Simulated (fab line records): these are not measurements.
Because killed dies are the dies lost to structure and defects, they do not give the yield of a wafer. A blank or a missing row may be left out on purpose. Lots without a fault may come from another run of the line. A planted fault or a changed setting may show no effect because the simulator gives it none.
fab line records | flow sky130
record lots=13 | wafers=39 | lastDay=50
route steps=708 shown SD_N@356 CONTACT@422 METAL1@436
lots with no fault: from the same line, run without faults
startH: hours from the record's opening day to when the first of the lot's shown wafers began | waitH: time in hours since the lot's previous step | " identical to the entry in the row above | L1.1+2: one row covering several wafers at once | - no value, or no start was given | * or withheld: withheld | < > ~ a bound
route shown NAME@n: a module of which the file shows steps, and the number in the route of the first | usual: mean/standard deviation of fault-free wafers | same: alike in all rows | chamber/n: place in a boat | sites: readings site by site | _std_site: the values' standard deviation | _edge_site: mean of outer sites minus mean of inner sites | radiusMm: how far each site lies from the wafer's centre | mask NAME#n: copy n | behind: the last tool/chamber to shape the wafer | hold: why the lot went on hold/how many hours it stayed there/how the hold came to an end | device: the n, p or np transistor that did not switch | end of line: tests of these same wafers at the route's end | for a step that has no rows: nothing shown but its recipe | killed: the dies lost at the first sort to structure and to defects; this is not the yield of the wafer | map: dies across one wafer; x = killed, . = not, _ = none there
set.NAME: the setting the step ran with; set.NAME@STEP: the setting that earlier step ran with | model.NAME: the simulator's own value behind a step, which no gauge read
a sample of lots followed through the steps of the route, with each step as a table and each wafer as a row
services: when a tool's chamber went out of use (startH, in hours from the record's first day, below 0 if earlier), for how many hours, and the reason
## steps
# step SKY_SD_N_RTA_14
# recipe tempC=1075 | timeS=2 | idleTempC=650 | rampUpCPerS=150 | rampDownCPerS=90 | ambient=N2
# usual lampPowerPct=15.74/0.054 | rampDownCPerS=90.000/0.017 | wafer_temp_C_max=1078.1/1.4
lot.wafer | tool         | chamber | startH | waitH | lampPowerPct | rampDownCPerS | wafer_temp_C_max
L758.4    | rtpAnneal-01 | 0       | 668.96 | 0.0   | 15.68        | 89.996        | 1077.6
L758.5    | "            | 0       | "      | "     | 15.78        | 90.021        | 1076.3
L758.6    | "            | 0       | "      | "     | 15.80        | 90.018        | 1077.4
L756.2    | rtpAnneal-01 | 0       | 672.44 | 0.0   | 15.68        | 90.014        | 1078.8
L756.3    | "            | 0       | "      | "     | 15.78        | 89.981        | 1078.8
L756.4    | "            | 0       | "      | "     | 15.78        | 89.983        | 1077.9
L759.3    | rtpAnneal-02 | 0       | 673.08 | 0.0   | 15.75        | 89.990        | 1078.1
L759.5    | "            | 0       | "      | "     | 15.79        | 90.033        | 1078.7
L759.6    | "            | 0       | "      | "     | 15.75        | 90.000        | 1078.3
L760.1    | rtpAnneal-01 | 0       | 681.09 | 0.0   | 15.73        | 89.984        | 1078.8
L760.2    | "            | 0       | "      | "     | 15.77        | 90.026        | 1078.1
L760.3    | "            | 0       | "      | "     | 15.73        | 90.011        | 1078.4
L761.1    | rtpAnneal-02 | 0       | 691.65 | 0.0   | 15.70        | 89.992        | 1078.6
L761.3    | "            | 0       | "      | "     | 15.67        | 90.041        | 1076.3
L761.6    | "            | 0       | "      | "     | 15.61        | 89.998        | 1078.4
L762.3    | rtpAnneal-01 | 0       | 699.28 | 0.0   | 15.75        | 89.994        | 1078.3
L762.4    | "            | 0       | "      | "     | 15.69        | 89.985        | 1080.5
L762.6    | "            | 0       | "      | "     | 15.76        | 90.006        | 1079.6
L763.1    | rtpAnneal-02 | 0       | 708.39 | 0.0   | 15.85        | 90.038        | 1076.2
L763.3    | "            | 0       | "      | "     | 15.75        | 90.006        | 1082.1
L763.6    | "            | 0       | "      | "     | 15.80        | 90.009        | 1077.8
L765.4    | rtpAnneal-02 | 0       | 724.96 | 0.0   | 15.75        | 89.981        | 1077.1
L765.5    | "            | 0       | "      | "     | 15.72        | 90.006        | 1076.8
L765.6    | "            | 0       | "      | "     | 15.63        | 89.990        | 1079.5
L766.3    | rtpAnneal-01 | 0       | 735.58 | 0.0   | 15.63        | 90.012        | 1079.5
L766.4    | "            | 0       | "      | "     | 15.68        | 89.998        | 1076.9
L766.5    | "            | 0       | "      | "     | 15.85        | 89.991        | 1079.5
L770.4    | rtpAnneal-01 | 0       | 765.52 | 0.0   | 15.85        | 36.029        | 1076.3
L770.5    | "            | 0       | "      | "     | 15.73        | 35.986        | 1078.0
L770.6    | "            | 0       | "      | "     | 15.77        | 35.971        | 1076.3
L772.1    | rtpAnneal-01 | 0       | 773.39 | 0.0   | 15.75        | 35.997        | 1078.6
L772.2    | "            | 0       | "      | "     | 15.78        | 35.996        | 1078.2
L772.5    | "            | 0       | "      | "     | 15.63        | 35.997        | 1082.3
L775.1    | rtpAnneal-02 | 0       | 818.18 | 0.0   | 15.76        | 89.999        | 1078.7
L775.3    | "            | 0       | "      | "     | 15.76        | 89.994        | 1078.3
L775.5    | "            | 0       | "      | "     | 15.83        | 89.984        | 1077.0
L779.1    | rtpAnneal-02 | 0       | 830.39 | 0.0   | 15.75        | 90.023        | 1077.1
L779.2    | "            | 0       | "      | "     | 15.60        | 90.005        | 1077.8
L779.4    | "            | 0       | "      | "     | 15.68        | 89.988        | 1079.0
# step SKY_CONTACT_ETCH_16
# recipe chemistry=N2/H2 | target=BARC | ionEnergyEv=200 | sourceW=500 | biasW=100 | pressureMtorr=30 | n2FlowSccm=100 | h2FlowSccm=200 | stopOn=SiO2 | timeS=45.9 | targetDepthA=600
# usual drypumpMotorCurrentA=5.8/0.46 | oesProductAu=0.855/0.0044 | throttleValvePct=13.225/0.0093
lot.wafer | tool       | chamber | startH | waitH | drypumpMotorCurrentA | oesProductAu | rfHoursCounterH | throttleValvePct
L758.4    | rieDiel-04 | 0       | 757.10 | 0.0   | 5.1                  | 0.859        | 13              | 13.240
L758.5    | "          | 3       | "      | "     | 6.3                  | 0.850        | -               | 13.223
L758.6    | "          | 2       | "      | "     | 5.6                  | 0.852        | -               | 13.226
L756.2    | rieDiel-03 | 2       | 758.32 | 0.0   | 5.7                  | 0.842        | 2               | 13.216
L756.3    | "          | 3       | "      | "     | 5.9                  | 0.847        | 7               | 13.219
L756.4    | "          | 1       | "      | "     | 6.5                  | 0.857        | 2               | 13.236
L759.3    | rieDiel-03 | 3       | 759.38 | 0.0   | 5.9                  | 0.858        | 7               | 13.221
L759.5    | "          | 0       | "      | "     | 6.3                  | 0.861        | -               | 13.232
L759.6    | "          | 1       | "      | "     | 6.5                  | 0.857        | -               | 13.255
L760.1    | rieDiel-01 | 1       | 766.95 | 0.0   | 5.6                  | 0.847        | 5               | 13.229
L760.2    | "          | 2       | "      | "     | 5.0                  | 0.856        | 15              | 13.226
L760.3    | "          | 0       | "      | "     | 6.2                  | 0.859        | 26              | 13.222
L761.1    | rieDiel-03 | 3       | 777.23 | 0.0   | 5.9                  | 0.855        | 8               | 13.225
L761.3    | "          | 0       | "      | "     | 6.4                  | 0.854        | 35              | 13.228
L761.6    | "          | 0       | "      | "     | 6.4                  | 0.856        | -               | 13.256
L762.3    | rieDiel-03 | 3       | 784.13 | 0.0   | 5.9                  | 0.854        | 8               | 13.224
L762.4    | "          | 2       | "      | "     | 5.7                  | 0.860        | 3               | 13.227
L762.6    | "          | 0       | "      | "     | 6.3                  | 0.853        | -               | 13.223
L763.1    | rieDiel-01 | 2       | 793.58 | 0.0   | 5.0                  | 0.856        | 16              | 13.218
L763.3    | "          | 3       | "      | "     | 5.4                  | 0.857        | 12              | 13.234
L763.6    | "          | 1       | "      | "     | 5.6                  | 0.852        | -               | 13.221
L765.4    | rieDiel-04 | 2       | 810.28 | 0.0   | 5.6                  | 0.850        | 3               | 13.235
L765.5    | "          | 3       | "      | "     | 6.2                  | 0.858        | -               | 13.224
L765.6    | "          | 2       | "      | "     | 5.6                  | 0.850        | -               | 13.212
L766.3    | rieDiel-04 | 2       | 818.02 | 0.0   | 5.6                  | 0.851        | 3               | 13.215
L766.4    | "          | 1       | "      | "     | 5.8                  | 0.861        | 13              | 13.230
L766.5    | "          | 1       | "      | "     | 5.8                  | 0.859        | -               | 13.213
L770.4    | rieDiel-01 | 3       | 848.55 | 0.0   | 5.4                  | 0.852        | 14              | 13.221
L770.5    | "          | 2       | "      | "     | 5.0                  | 0.852        | -               | 13.228
L770.6    | "          | 3       | "      | "     | 5.4                  | 0.856        | -               | 13.220
L772.1    | rieDiel-03 | 2       | 854.33 | 0.0   | 5.7                  | 0.867        | 4               | 13.214
L772.2    | "          | 3       | "      | "     | 5.9                  | 0.857        | 10              | 13.233
L772.5    | "          | 2       | "      | "     | 5.7                  | 0.852        | -               | 13.228
L775.1    | rieDiel-01 | 0       | 898.19 | 0.0   | 6.2                  | 0.859        | 0               | 13.223
L775.3    | "          | 2       | "      | "     | 5.0                  | 0.857        | 19              | 13.221
L775.5    | "          | 2       | "      | "     | 5.0                  | 0.856        | -               | 13.212
L779.1    | rieDiel-01 | 0       | 910.40 | 0.0   | 6.2                  | 0.858        | 1               | 13.205
L779.2    | "          | 3       | "      | "     | 5.4                  | 0.858        | 16              | 13.214
L779.4    | "          | 2       | "      | "     | 5.0                  | 0.856        | 20              | 13.241
# step SKY_CONTACT_ETCH_17
# recipe target=SiO2 | chemistry=C4F8/O2/Ar | stopOn=Si3N4 | maskMaterial=KrF-thick | sourceW=1500 | biasW=1200 | pressureMtorr=40 | c4f8FlowSccm=withheld | O2_flow_sccm=6 | Ar_flow_sccm=300 | timeS=withheld | targetDepthA=3400
# usual oesProductAu=0.884/0.0048
lot.wafer | tool       | chamber | startH | waitH | oesProductAu
L758.4    | rieDiel-04 | 0       | 757.14 | 0.0   | 0.882
L758.5    | "          | 3       | "      | "     | 0.892
L758.6    | "          | 2       | "      | "     | 0.886
L756.2    | rieDiel-03 | 2       | 758.36 | 0.0   | 0.886
L756.3    | "          | 3       | "      | "     | 0.887
L756.4    | "          | 1       | "      | "     | 0.880
L759.3    | rieDiel-03 | 3       | 759.43 | 0.0   | 0.879
L759.5    | "          | 0       | "      | "     | 0.889
L759.6    | "          | 1       | "      | "     | 0.889
L760.1    | rieDiel-01 | 1       | 766.99 | 0.0   | 0.893
L760.2    | "          | 2       | "      | "     | 0.877
L760.3    | "          | 0       | "      | "     | 0.887
L761.1    | rieDiel-03 | 3       | 777.28 | 0.0   | 0.887
L761.3    | "          | 0       | "      | "     | 0.896
L761.6    | "          | 0       | "      | "     | 0.882
L762.3    | rieDiel-03 | 3       | 784.18 | 0.0   | 0.882
L762.4    | "          | 2       | "      | "     | 0.886
L762.6    | "          | 0       | "      | "     | 0.882
L763.1    | rieDiel-01 | 2       | 793.63 | 0.0   | 0.886
L763.3    | "          | 3       | "      | "     | 0.877
L763.6    | "          | 1       | "      | "     | 0.881
L765.4    | rieDiel-04 | 2       | 810.33 | 0.0   | 0.893
L765.5    | "          | 3       | "      | "     | 0.891
L765.6    | "          | 2       | "      | "     | 0.886
L766.3    | rieDiel-04 | 2       | 818.06 | 0.0   | 0.886
L766.4    | "          | 1       | "      | "     | 0.880
L766.5    | "          | 1       | "      | "     | 0.886
L770.4    | rieDiel-01 | 3       | 848.59 | 0.0   | 0.880
L770.5    | "          | 2       | "      | "     | 0.876
L770.6    | "          | 3       | "      | "     | 0.885
L772.1    | rieDiel-03 | 2       | 854.38 | 0.0   | 0.887
L772.2    | "          | 3       | "      | "     | 0.885
L772.5    | "          | 2       | "      | "     | 0.883
L775.1    | rieDiel-01 | 0       | 898.23 | 0.0   | 0.873
L775.3    | "          | 2       | "      | "     | 0.885
L775.5    | "          | 2       | "      | "     | 0.888
L779.1    | rieDiel-01 | 0       | 910.44 | 0.0   | 0.879
L779.2    | "          | 3       | "      | "     | 0.886
L779.4    | "          | 2       | "      | "     | 0.894
# step SKY_METAL1_SPUTTER_02
# recipe material=AlCu | targetThkNm=250 | powerW=10600 | timeS=13.3 | chamberPressurePa=0.4
# usual throttleValvePct=30.4/1.4
lot.wafer | tool          | chamber | startH | waitH | throttleValvePct
L758.4    | pvdSputter-04 | -       | 758.56 | 0.0   | 29.3
L758.5    | "             | -       | "      | "     | 31.3
L758.6    | "             | -       | "      | "     | 29.2
L756.2    | pvdSputter-04 | -       | 759.75 | 0.0   | 30.1
L756.3    | "             | -       | "      | "     | 29.5
L756.4    | "             | -       | "      | "     | 31.2
L759.3    | pvdSputter-04 | -       | 760.81 | 0.0   | 31.2
L759.5    | "             | -       | "      | "     | 28.2
L759.6    | "             | -       | "      | "     | 30.4
L760.1    | pvdSputter-04 | -       | 768.41 | 0.0   | 30.1
L760.2    | "             | -       | "      | "     | 29.3
L760.3    | "             | -       | "      | "     | 28.1
L761.1    | pvdSputter-04 | -       | 778.67 | 0.0   | 29.6
L761.3    | "             | -       | "      | "     | 27.9
L761.6    | "             | -       | "      | "     | 29.5
L762.3    | pvdSputter-01 | -       | 785.61 | 0.0   | 31.4
L762.4    | "             | -       | "      | "     | 33.1
L762.6    | "             | -       | "      | "     | 29.5
L763.1    | pvdSputter-01 | -       | 795.06 | 0.0   | 33.3
L763.3    | "             | -       | "      | "     | 29.5
L763.6    | "             | -       | "      | "     | 33.2
L765.4    | pvdSputter-04 | -       | 811.73 | 0.0   | 28.2
L765.5    | "             | -       | "      | "     | 30.2
L765.6    | "             | -       | "      | "     | 28.1
L766.3    | pvdSputter-01 | -       | 819.45 | 0.0   | 29.2
L766.4    | "             | -       | "      | "     | 31.7
L766.5    | "             | -       | "      | "     | 31.6
L770.4    | pvdSputter-02 | -       | 849.97 | 0.0   | 30.4
L770.5    | "             | -       | "      | "     | 30.2
L770.6    | "             | -       | "      | "     | 30.4
L772.1    | pvdSputter-04 | -       | 855.76 | 0.0   | 31.4
L772.2    | "             | -       | "      | "     | 29.8
L772.5    | "             | -       | "      | "     | 30.2
L775.1    | pvdSputter-02 | -       | 899.64 | 0.0   | 30.6
L775.3    | "             | -       | "      | "     | 29.9
L775.5    | "             | -       | "      | "     | 30.5
L779.1    | pvdSputter-04 | -       | 911.97 | 0.0   | 31.3
L779.2    | "             | -       | "      | "     | 28.0
L779.4    | "             | -       | "      | "     | 30.0
## services
tool          | chamber | startH | hours | kind
pvdSputter-02 | -       | 650.84 | 2.3   | repair
rieDiel-03    | 2       | 655.71 | -     | clean
pvdSputter-04 | -       | 666.51 | 1.4   | repair
pvdSputter-01 | -       | 682.19 | 3.7   | repair
rieDiel-01    | 3       | 686.73 | 1.7   | repair
rieDiel-01    | 3       | 694.75 | 5.0   | repair
rieDiel-03    | 0       | 702.72 | 2.8   | repair
rieDiel-03    | 1       | 705.07 | 7.0   | repair
rieDiel-01    | 1       | 708.59 | 7.1   | repair
rieDiel-03    | -       | 713.09 | 0.7   | repair
rieDiel-03    | 0       | 715.20 | 4.0   | repair
pvdSputter-01 | -       | 717.49 | 1.7   | repair
rieDiel-03    | 2       | 747.96 | 1.6   | repair
pvdSputter-02 | -       | 757.57 | 0.5   | repair
pvdSputter-02 | -       | 769.14 | 4.5   | repair
rtpAnneal-02  | -       | 795.06 | 3.6   | pm
rieDiel-01    | 1       | 802.71 | 4.0   | repair
pvdSputter-04 | -       | 824.75 | 1.0   | repair
pvdSputter-04 | -       | 838.07 | 2.5   | repair
rieDiel-04    | 2       | 843.66 | 11.7  | repair
pvdSputter-02 | -       | 850.79 | 6.3   | repair
pvdSputter-01 | -       | 882.10 | 2.1   | repair
pvdSputter-01 | -       | 891.90 | 8.9   | repair
rieDiel-03    | 3       | 894.05 | 1.6   | repair
## key
firstSign step=SKY_SD_N_RTA_14 | reading=rampDownCPerS | direction=down | sigmas=99+ | usual=90.000 | struck=35.996
effect none on later readings
metAt SKY_SD_N_RTA_14
struckLots L770,L772
testerLeftOut L770,L772
notActingAt SKY_CONTACT_ETCH_16,SKY_CONTACT_ETCH_17,SKY_METAL1_SPUTTER_02
onsetBetween 735.58 765.52
fault kind=processParameterDrift | tool=rtpAnneal-01 | chamber=- | onsetH=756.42 | steps=SKY_SD_N_RTA_14 | channel=rampDownCPerS | offset=-54 | shape=step | endH=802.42 | actsIn=theseRecipesOnly | stated=90
# testerLeftOut: of these lots the tester's yield and bins aren't shown, on N5 and GAA mostly nor the transistor test; their killed dies are dies lost to structure and defects alone, not to doping, threshold or leakage, so they don't give the yield
